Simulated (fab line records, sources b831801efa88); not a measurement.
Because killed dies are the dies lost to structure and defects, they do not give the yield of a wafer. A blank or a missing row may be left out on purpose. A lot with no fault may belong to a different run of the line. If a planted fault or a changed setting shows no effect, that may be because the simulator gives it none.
A lot that was struck, set against a sound lot ; flow sky130 ; 15 steps out of a route of 708
Sound: the wafers L344.2, L344.4, L344.5. Wafers struck: L354.3, L354.5, L354.6. At the end, the cause is stated.
At each step with rows: each side's tool, then ch and its chambers, then its first start. Under that, the readings that differ: sound wafers ; struck wafers ; difference of the means ; sigmas: that difference in standard deviations of wafers without a fault.
alike: readings with means less than 2 such deviations apart, plus words and numbers identical on both sides. not compared: withheld readings, readings lacking a value on some wafer, bounds such as >300 that could conceal the same value, and numbers that have no deviation in the record and whose values overlap.
The two part at a step that has a row with sigmas, a row that says differs or no value, or rows on one side only. When numbers do not overlap yet have no deviation, they are printed without sigmas and do not part them. A reading missing from all wafers of one side parts the sides only when that side holds two or more wafers.

SKY_CAPM_METAL_ETCH_13: etches TiN in Cl2/BCl3, stops on SiO2, target depth 220 nm, time 62.9 s.
  sound on rie-metal-01 ch 0, day 38 17:11; struck on rie-metal-01 ch 0,1, day 41 18:12
  alike: drypump-motor-current-A, oes-product-au, throttle-valve-pct
  not compared: rf-hours-counter-h
SKY_CAPM_STRIP_14: strips in O2/N2.
  sound on plasma-asher-02 ch 0,1, day 38 17:16; struck on plasma-asher-01 ch 0,1, day 41 18:17
  alike: drypump-motor-current-A, oes-product-au, strip-time-to-endpoint-s
  not compared: rf-hours-counter-h
then, 10 steps without rows for these wafers: SKY_CAPM_STRIP_15 (strips in post etch residue remover, time 1200 s); SKY_CAPM_CLEAN_16 (cleans in IPA, time 180 s); SKY_CAPM_CLEAN_17 (cleans in O3/DIW); SKY_METAL3_DEHYDRATE_05 (time 60 s); SKY_METAL3_HMDS_06 (prime time 60 s); SKY_METAL3_COAT_07 (resist thk 60 nm); SKY_METAL3_COAT_08 (resist thk 1140 nm); SKY_METAL3_SOFTBAKE_09 (time 90 s); SKY_METAL3_EXPOSE_10 (exposes mask MM3, target cd 300 nm); SKY_METAL3_PEB_11.
SKY_METAL3_DEVELOP_12: develop time 60 s.
  sound on litho-track-03 ch 0, day 39 19:00; struck on litho-track-03 ch 0, day 42 18:00
reading;sound;struck;difference;sigmas
developer-temp-C (C);20.90 21.02 20.99;21.68 21.45 21.65;+0.62;+6
  alike: exhaust-pa
SKY_METAL3_CD_MEAS_13 targets a cd of 300 nm.
  sound on cd-sem-01 at day 39 19:13; struck on cd-sem-02 at day 42 18:39
  alike: cd-nm
-- the record jumps here: 6 days lie between the struck wafers' starts before and after (it left off in module METAL3 and takes up again in module PAD_OPEN, whose first step shown is number 708 of the route) --
SKY_PAD_OPEN_PROBE_99:
  sound on prober-02 at day 46 22:02; struck on prober-02 at day 49 06:33
  alike: defect-limited-yield, killed_at_M0_to_M3, killed_at_M4_up, killed-at-contacts, killed-at-front-end, killed-at-other, killed-dies, killed-open, killed-short, sort_bin_3_pad_short, sort_bin_5_function, sort_bin_6_memory, sort-n-pass, sort-yield-pct

WHERE THEY PART
At SKY_METAL3_DEVELOP_12 and nowhere else, as far as this record goes. Later steps at which nothing parts them and some readings are alike: SKY_METAL3_CD_MEAS_13, SKY_PAD_OPEN_PROBE_99.

WHY: what the simulator had put in
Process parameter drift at SKY_METAL3_DEVELOP_12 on litho-track-03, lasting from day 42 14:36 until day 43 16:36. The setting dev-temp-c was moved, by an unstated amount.
